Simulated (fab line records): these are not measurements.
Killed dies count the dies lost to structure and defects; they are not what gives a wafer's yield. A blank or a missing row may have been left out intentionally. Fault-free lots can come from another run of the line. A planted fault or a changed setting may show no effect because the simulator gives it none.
Which of the tools did it? ; flow gf180mcu ; 6 lots (18 wafers sampled), 1 step of a 602-step route

## WHAT THE GAUGES SHOWED, per wafer
GF_V4_BOW_MEAS_05.
lot;measured;on;V4_BOW (um)
L181;day 23 19:29;film-metro-02;140 133 130
L184;day 24 23:49;film-metro-02;144 146 152
L186;day 25 16:14;film-metro-04;142 141 154
L191;day 27 00:56;film-metro-02;119 125 135
L193;day 27 22:40;film-metro-03;138 145 137
L202;day 30 08:21;film-metro-04;123 130 116

## WHICH TOOL RAN EACH LOT (tool, then ch and the chambers of the sampled wafers, then the start)
Before these readings, the record contains no process step.

## THE ANSWER, worked out from the rows above alone
Rule: usual is defined by the lots themselves. Put in order of their means at a reading, lots are off if they are a third of the lots or fewer, leave a main group of 4 or more, and stand apart from it by a gap of 3 or more times the standard deviation of the main group's means; of several such gaps the widest counts. If all means in a main group match to the digits the tables above print for the reading, that group is not used. A lot without any number at a reading at which 4 lots or more have one is off too. All remaining lots with rows at the step are treated as sound.
Nothing can be told from this: no lot is off at any reading shown.

## WHAT HAD BEEN PUT IN BY THE SIMULATOR
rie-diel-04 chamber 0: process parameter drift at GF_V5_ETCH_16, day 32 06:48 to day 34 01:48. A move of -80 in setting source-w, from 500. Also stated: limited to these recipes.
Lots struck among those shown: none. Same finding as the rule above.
